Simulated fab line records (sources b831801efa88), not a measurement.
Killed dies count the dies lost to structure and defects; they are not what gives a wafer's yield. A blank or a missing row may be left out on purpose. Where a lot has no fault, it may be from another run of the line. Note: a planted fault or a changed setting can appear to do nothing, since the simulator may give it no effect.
Matching of chambers + flow gf180mcu + 4 sister chambers for GF_V4_CMP_26 on cmp-01
The step polishes, stops on SiO2, t overpolish 15 s, target thk 0 nm. 8 wafers are shown with their chamber, then 7 later ones without.

WAFERS PAIRED WITH THEIR CHAMBERS
| wafer  | chamber | motor_current_A (A) | time_to_endpoint_s (s) |
|--------|---------|---------------------|------------------------|
| L468.2 | 2       | 11.8                | 87                     |
| L482.2 | 1       | 11.8                | 89                     |
| L482.6 | 3       | 9.3                 | 86                     |
| L483.1 | 2       | 11.9                | 86                     |
| L483.2 | 0       | 12.5                | 79                     |
| L483.6 | 3       | 9.9                 | 85                     |
| L484.1 | 1       | 11.0                | 86                     |
| L484.3 | 0       | 12.3                | 75                     |

WAFERS WITH NO CHAMBER GIVEN
| wafer  | motor_current_A (A) | time_to_endpoint_s (s) |
|--------|---------------------|------------------------|
| L484.5 | 12.3                | 74                     |
| L486.1 | 11.6                | 84                     |
| L486.4 | 12.0                | 82                     |
| L486.6 | 11.7                | 84                     |
| L487.1 | 11.9                | 85                     |
| L487.4 | 10.4                | 80                     |
| L487.5 | 9.3                 | 82                     |

EACH ONE'S CHAMBER
| wafer  | from the rows above          | in truth |
|--------|------------------------------|----------|
| L484.5 | 0                            | 0        |
| L486.1 | can't be placed: 2 or 1      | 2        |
| L486.4 | can't be placed: 2 or 0 or 1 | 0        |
| L486.6 | can't be placed: 2 or 1      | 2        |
| L487.1 | can't be placed: 2 or 1      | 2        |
| L487.4 | can't be placed: 3 or 1 or 2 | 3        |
| L487.5 | 3                            | 3        |
2 of 7 placed correctly. These rows do not allow placing 5 (true chamber among the candidates in 5). 0 placed wrongly.
How it was worked out, from the rows above alone: a wafer's distance from a chamber is the root of the sum, over the readings, of the square of ((its reading less the chamber's mean) divided by the reading's scatter). The wafer belongs to the nearest chamber; if the next one is less than 2 further off, it can't be placed. The mean given for a chamber averages the wafers shown for that chamber. The scatter is the square root of a quotient: the sum, over the shown wafers, of each reading's squared deviation from its chamber's mean, divided by wafers minus chambers.
